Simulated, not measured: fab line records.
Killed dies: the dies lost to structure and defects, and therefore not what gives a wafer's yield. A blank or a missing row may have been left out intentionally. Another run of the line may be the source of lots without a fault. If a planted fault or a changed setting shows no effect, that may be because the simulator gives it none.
A struck lot beside a sound one :: flow sky130 :: 43 out of 708 route steps
Sound: wafers L178.1, L178.4, L178.5. Struck: wafer L182.5. (L182.3, L182.4 of the same lot were not struck and are left out.) The cause comes at the end.
At each step with rows: each side's tool, then ch and its chambers, then its first start. Under that, the readings that differ: sound wafers :: struck wafers :: difference of the means :: sigmas: that difference in standard deviations of wafers without a fault.
alike: readings with means less than 2 such deviations apart, plus words and numbers identical on both sides. not compared: withheld readings, readings lacking a value on some wafer, bounds such as >300 that could conceal the same value, and numbers that have no deviation in the record and whose values overlap.
A row with sigmas, a row that says differs or no value, or rows on one side alone: a step with any of these is where the two part. When numbers do not overlap yet have no deviation, they are printed without sigmas and do not part them. Lack of a reading on every wafer of one side parts them only where that side has two or more wafers.

first, 2 steps without rows for these wafers: SKY_LOCAL_INTERCONNECT_PEB_09; SKY_LOCAL_INTERCONNECT_DEVELOP_10 (develop time 60 s).
SKY_LOCAL_INTERCONNECT_CD_MEAS_11: the cd target is 170 nm.
  sound on cd sem-01, day 30 16:16; struck on cd sem-02, day 32 21:35
  alike: cd nm
SKY_LOCAL_INTERCONNECT_OVL_MEAS_12:
  sound on overlay-01, day 30 16:23; struck on overlay-01, day 32 21:41
  alike: LOCAL_INTERCONNECT_OVL
SKY_LOCAL_INTERCONNECT_ETCH_13: etches BARC in N2/H2, stops on SiO2, time 45.9 s, target depth 60 nm.
  sound on rie metal-02 ch 0,1, day 30 16:26; struck on rie metal-02 ch 1, day 32 21:44
  alike: drypump motor current A, n2 flow sccm, oes product au, throttle valve pct
  not compared: rf hours counter h
SKY_LOCAL_INTERCONNECT_METAL_ETCH_14: etches TiN in Cl2/BCl3, stops on PSG, target depth 110 nm, time 31.4 s.
  sound on rie metal-02 ch 0,1, day 30 16:29; struck on rie metal-02 ch 1, day 32 21:47
  alike: drypump motor current A, oes product au, throttle valve pct
  not compared: rf hours counter h
SKY_LOCAL_INTERCONNECT_STRIP_15: strips in O2/N2.
  sound on plasma asher-03 ch 0,1, day 30 16:32; struck on plasma asher-03 ch 1, day 32 21:52
  alike: drypump motor current A, n2 flow sccm, oes product au, strip time to endpoint s
  not compared: rf hours counter h
then, 4 steps without rows for these wafers: SKY_LOCAL_INTERCONNECT_STRIP_16 (strips in post etch residue remover, time 1200 s); SKY_LOCAL_INTERCONNECT_CLEAN_17 (cleans in IPA, time 180 s); SKY_LOCAL_INTERCONNECT_CLEAN_18 (cleans in O3/DIW); SKY_CONTACT_CVD_00 (deposits Si3N4, target thk 75 nm).
SKY_CONTACT_THK_MEAS_01:
  sound on film metro-04, day 30 17:16; struck on film metro-01, day 32 22:28
  alike: CONTACT_CVD_00_THK
SKY_CONTACT_HDPCVD_02: deposits SiO2, target thk 565 nm, time 94.2 s.
  sound on hdpcvd-02 ch 0,1,2, day 30 17:19; struck on hdpcvd-01 ch 0,1,2, day 32 22:31
SKY_CONTACT_THK_MEAS_03:
  sound on film metro-01, day 30 17:23; struck on film metro-01, day 32 22:36
reading: CONTACT_HDPCVD_THK (nm)
sound: 580 569 581
struck: 565
difference: -12
sigmas: -2
then, 1 step without rows for these wafers: SKY_CONTACT_CMP_04 (polishes SiO2).
SKY_CONTACT_BOW_MEAS_05:
  sound on film metro-01, day 30 17:45; struck on film metro-02, day 32 22:59
  alike: CONTACT_BOW
then, 8 steps without rows for these wafers: SKY_CONTACT_DEHYDRATE_06 (time 60 s); SKY_CONTACT_HMDS_07 (prime time 60 s); SKY_CONTACT_COAT_08 (resist thk 60 nm); SKY_CONTACT_COAT_09 (resist thk 450 nm); SKY_CONTACT_SOFTBAKE_10 (time 90 s); SKY_CONTACT_EXPOSE_11 (exposes mask CTM1, target cd 170 nm); SKY_CONTACT_PEB_12; SKY_CONTACT_DEVELOP_13 (develop time 60 s).
SKY_CONTACT_CD_MEAS_14: the cd target is 170 nm.
  sound on cd sem-01, day 31 21:13; struck on cd sem-02, day 34 01:11
  alike: cd nm
SKY_CONTACT_OVL_MEAS_15:
  sound on overlay-02, day 31 21:20; struck on overlay-01, day 34 01:17
reading: CONTACT_OVL (nm)
sound: 10 1 6
struck: 17
difference: +11
sigmas: +2
then, 7 steps without rows for these wafers: SKY_CONTACT_ETCH_16 (etches BARC in N2/H2, stops on SiO2, time 45.9 s, target depth 60 nm); SKY_CONTACT_ETCH_17 (etches SiO2 in C4F8/O2/Ar, stops on Si3N4, target depth 340 nm); SKY_CONTACT_ETCH_18 (etches Si3N4 in CHF3/O2, stops on TiN, time 39 s, target depth 75 nm); SKY_CONTACT_STRIP_19 (strips in O2/N2); SKY_CONTACT_STRIP_20 (strips in post etch residue remover, time 1200 s); SKY_CONTACT_CLEAN_21 (cleans in IPA, time 180 s); SKY_CONTACT_CLEAN_22 (cleans in O3/DIW).
SKY_CONTACT_SPUTTER_23: material TiN, target thk 20 nm, time 80 s.
  sound on pvd sputter-01, day 31 22:11; struck on pvd sputter-01, day 34 02:08
  alike: throttle valve pct
then, 1 step without rows for these wafers: SKY_CONTACT_CVD_24 (deposits W, target thk 340 nm, time 102.12 s).
SKY_CONTACT_RS_MEAS_25: measures by four-point-probe.
  sound on film metro-04, day 31 22:21; struck on film metro-01, day 34 02:27
  alike: CONTACT_W_RS
SKY_CONTACT_THK_MEAS_26: measures by xrf.
  sound on film metro-04, day 31 22:28; struck on film metro-01, day 34 02:33
reading: CONTACT_W_THK (nm)
sound: 348 348 345
struck: 334
difference: -13
sigmas: -3
then, 1 step without rows for these wafers: SKY_CONTACT_CMP_27 (polishes, stops on SiO2, t overpolish 15 s, target thk 0 nm).
SKY_METAL1_SPUTTER_00: material Ti, target thk 15 nm, time 10 s.
  sound on pvd sputter-03, day 31 22:50; struck on pvd sputter-03, day 34 02:53
  alike: throttle valve pct
then, 3 steps without rows for these wafers: SKY_METAL1_SPUTTER_01 (material TiN, target thk 20 nm, time 16.7 s); SKY_METAL1_SPUTTER_02 (material AlCu, target thk 250 nm, time 13.3 s); SKY_METAL1_SPUTTER_03 (material Ti, target thk 5 nm, time 3.3 s).
-- the record jumps here: 14 days lie between the struck wafers' starts before and after (it left off in module METAL1 and takes up again in module PAD_OPEN, whose first step shown is number 708 of the route) --
SKY_PAD_OPEN_PROBE_99:
  sound on prober-01, day 45 22:59; struck on prober-02, day 47 18:35
reading: killed at contacts
sound: 21 37 26
struck: 70
difference: +42
sigmas: +8

reading: killed dies
sound: 80 92 96
struck: 130
difference: +41
sigmas: +4
  alike: killed_at_M0_to_M3, killed_at_M4_up, killed at front end, killed at other, killed on rim, killed open, killed short

== WHERE THEY PART ==
Last at SKY_PAD_OPEN_PROBE_99 as far as this record goes, first at SKY_CONTACT_THK_MEAS_03.

WHY: what had been put in by the simulator
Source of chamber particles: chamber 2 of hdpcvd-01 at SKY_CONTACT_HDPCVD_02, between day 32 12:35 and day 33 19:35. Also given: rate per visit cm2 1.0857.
